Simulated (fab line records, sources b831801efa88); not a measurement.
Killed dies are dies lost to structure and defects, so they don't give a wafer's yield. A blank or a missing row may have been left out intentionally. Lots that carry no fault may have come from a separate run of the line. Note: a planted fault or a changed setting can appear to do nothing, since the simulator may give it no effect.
Matching of chambers + flow sky130 + 4 sister chambers for SKY_LI_CONTACT_CMP_24 on cmp-01
The step polishes, stops on PSG, t overpolish 20 s, target thk 0 nm. 4 wafers are shown with their chamber, then 11 later ones without.

== WAFERS PAIRED WITH THEIR CHAMBERS ==
| wafer  | chamber | motor_current_A (A) |
|--------|---------|---------------------|
| L084.6 | 3       | 9.8                 |
| L087.5 | 2       | 11.3                |
| L087.6 | 1       | 12.8                |
| L089.1 | 0       | 12.3                |

== WAFERS MISSING THEIR CHAMBER ==
| wafer  | motor_current_A (A) |
|--------|---------------------|
| L089.5 | 11.5                |
| L089.6 | 9.9                 |
| L091.1 | 9.7                 |
| L091.4 | 11.4                |
| L091.6 | 10.5                |
| L095.3 | 10.4                |
| L095.5 | 12.2                |
| L095.6 | 12.8                |
| L096.2 | 10.5                |
| L096.4 | 11.5                |
| L096.5 | 11.3                |

== WHICH CHAMBER EACH ONE RAN IN ==
| wafer  | from the rows above     | in truth                   |
|--------|-------------------------|----------------------------|
| L089.5 | can't be placed: 2 or 0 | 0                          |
| L089.6 | 3                       | 3                          |
| L091.1 | 3                       | 3                          |
| L091.4 | 2                       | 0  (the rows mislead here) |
| L091.6 | can't be placed: 3 or 2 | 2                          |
| L095.3 | can't be placed: 3 or 2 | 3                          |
| L095.5 | can't be placed: 0 or 1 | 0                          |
| L095.6 | can't be placed: 1 or 0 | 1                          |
| L096.2 | can't be placed: 3 or 2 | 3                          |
| L096.4 | can't be placed: 2 or 0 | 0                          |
| L096.5 | 2                       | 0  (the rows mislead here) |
2 of 11 placed correctly. Cannot be placed on the basis of these rows: 7; the candidates contain the true chamber in 7. Number placed wrongly: 2.
How it was worked out, from the rows above alone: a wafer's distance from a chamber is the root of the sum, over the readings, of the square of ((its reading less the chamber's mean) divided by the reading's scatter). The wafer belongs to the nearest chamber; if the next one is less than 2 further off, it can't be placed. A chamber's mean is the mean of its shown wafers. The scatter: root of mean squared gap, hidden wafer to nearest shown wafer, with one shown wafer a chamber.
